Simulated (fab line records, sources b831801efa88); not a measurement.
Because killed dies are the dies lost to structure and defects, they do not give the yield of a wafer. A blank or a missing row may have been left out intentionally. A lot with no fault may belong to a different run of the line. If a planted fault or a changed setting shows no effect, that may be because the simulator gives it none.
Comparing a struck lot with a sound one || flow sky130 || 15 steps out of a route of 708
Sound: wafers L629.1, L629.2, L629.6. The struck wafers were L637.1, L637.2, L637.4. Last of all comes the cause.
At each step with rows: each side's tool, then ch and its chambers, then its first start. Under that, the readings that differ: sound wafers || struck wafers || difference of the means || sigmas: that difference in standard deviations of wafers without a fault.
alike: readings with means less than 2 such deviations apart, plus words and numbers identical on both sides. not compared: withheld readings, readings lacking a value on some wafer, bounds such as >300 that could conceal the same value, and numbers that have no deviation in the record and whose values overlap.
The two part at a step that has a row with sigmas, a row that says differs or no value, or rows on one side only. Non-overlapping numbers with no deviation appear without sigmas and do not part them. Lack of a reading on every wafer of one side parts them only where that side has two or more wafers.

first, 5 steps without rows for these wafers: SKY_LDD_HVN_COAT_02 (resist thk 300 nm); SKY_LDD_HVN_SOFTBAKE_03 (time 60 s); SKY_LDD_HVN_EXPOSE_04 (exposes mask HVNTM, target cd 700 nm); SKY_LDD_HVN_PEB_05; SKY_LDD_HVN_DEVELOP_06 (develop time 60 s).
SKY_LDD_HVN_OVL_MEAS_07:
  struck on overlay-01, day 24 16:14; sound on overlay-02, day 21 23:20
{"reading": "LDD_HVN_OVL (nm)", "sound": "3.1 1.6 3.5", "struck": "-1.6 -1.1 -1.5", "difference": -4.1, "sigmas": -3}
after that, 1 step had no rows for these wafers: SKY_LDD_HVN_IMPLANT_08.
SKY_LDD_HVN_STRIP_09: strips in O2/N2.
  sound on plasma asher-04 ch 0,1, day 21 23:31; struck on plasma asher-02 ch 0,1, day 24 16:25
  alike: drypump motor current A, oes product au, strip time to endpoint s
  not compared: rf hours counter h
SKY_LDD_HVN_TW_MEAS_10:
  struck on film metro-01, day 24 16:31; sound on film metro-02, day 21 23:37
  alike: LDD_HVN_TW
then, 3 steps without rows for these wafers: SKY_LDD_HVP_DEHYDRATE_00 (time 60 s); SKY_LDD_HVP_HMDS_01 (prime time 60 s); SKY_LDD_HVP_COAT_02 (resist thk 300 nm).
SKY_LDD_HVP_SOFTBAKE_03: time 60 s.
  sound on litho track-02 ch 0, day 22 14:11; struck on litho track-02 ch 0, day 25 07:26
{"reading": "run length s (s)", "sound": "89.02 88.93 88.92", "struck": "95.10 95.11 94.97", "difference": "+6.10", "sigmas": "+38"}
then, 1 step without rows for these wafers: SKY_LDD_HVP_EXPOSE_04 (exposes mask HVPTM, target cd 700 nm).
-- here the record skips 23 days between the struck wafers' starts before and after, leaving off in module LDD_HVP and picking up in module PAD_OPEN (first step shown: number 708 of the route) --
SKY_PAD_OPEN_PROBE_99:
  struck on prober-02, day 48 19:05; sound on prober-02, day 46 21:42
{"reading": "killed_at_M0_to_M3", "sound": "39 38 33", "struck": "49 47 56", "difference": "+14", "sigmas": "+2"}
  alike: killed_at_M4_up, killed at contacts, killed at front end, killed at other, killed dies, killed open, killed short

== WHERE THEY PART ==
Last at SKY_PAD_OPEN_PROBE_99 as far as this record goes, first at SKY_LDD_HVN_OVL_MEAS_07.

WHY: the cause the simulator had injected
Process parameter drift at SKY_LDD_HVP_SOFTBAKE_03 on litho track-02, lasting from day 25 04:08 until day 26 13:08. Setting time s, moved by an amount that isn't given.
